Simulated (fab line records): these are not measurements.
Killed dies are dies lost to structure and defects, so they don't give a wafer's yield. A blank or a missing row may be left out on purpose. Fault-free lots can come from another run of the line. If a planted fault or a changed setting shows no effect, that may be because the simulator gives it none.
Which tool did it? | flow gf180mcu | 12 lots (36 wafers sampled), 1 step of a 602-step route

## WHAT EACH GAUGE READ, for each wafer
GF_MVSD_OVL_MEAS_07.
lot  | measured     | on         | MVSD_OVL (nm)
L075 | day 4 18:23  | overlay-01 | 0.8 -0.5 0.6
L077 | day 5 04:52  | overlay-02 | -1.5 -1.0 -2.1
L079 | day 5 14:14  | overlay-02 | -1.3 -1.5 -2.1
L081 | day 6 04:58  | overlay-01 | 0.0 -0.5 0.2
L083 | day 6 14:01  | overlay-02 | -2.0 -1.7 -1.6
L085 | day 7 02:36  | overlay-01 | -0.1 -1.2 -0.1
L087 | day 7 15:08  | overlay-02 | 2.0 0.2 1.7
L089 | day 8 01:49  | overlay-02 | 0.1 0.0 0.2
L091 | day 8 13:19  | overlay-01 | 0.2 0.2 -0.8
L093 | day 9 00:28  | overlay-02 | -0.8 -0.6 -1.5
L095 | day 9 11:43  | overlay-02 | -1.5 -1.9 -2.5
L097 | day 10 00:31 | overlay-02 | 0.6 -0.7 -1.2

## TOOL THAT RAN EACH LOT (tool first, then ch and the chambers of the sampled wafers, then the start)
No process step before these readings appears in the record.

## THE ANSWER, worked out from the rows above alone
Rule: the lots themselves supply what counts as usual. The widest of any qualifying gaps counts: lots, ordered by their means at a reading, are off when they make up no more than a third of the lots, leave a main group of 4 or more, and stand apart from it by 3 or more times the standard deviation of that group's means. A main group whose means are all the same, to the digits that the tables above print for the reading, isn't used. A lot without any number at a reading at which 4 lots or more have one is off too. Any other lot the step has rows for is counted as sound.
No lot is off on any of the readings shown, so nothing can be concluded from this.

## WHAT THE SIMULATOR HAD INSERTED
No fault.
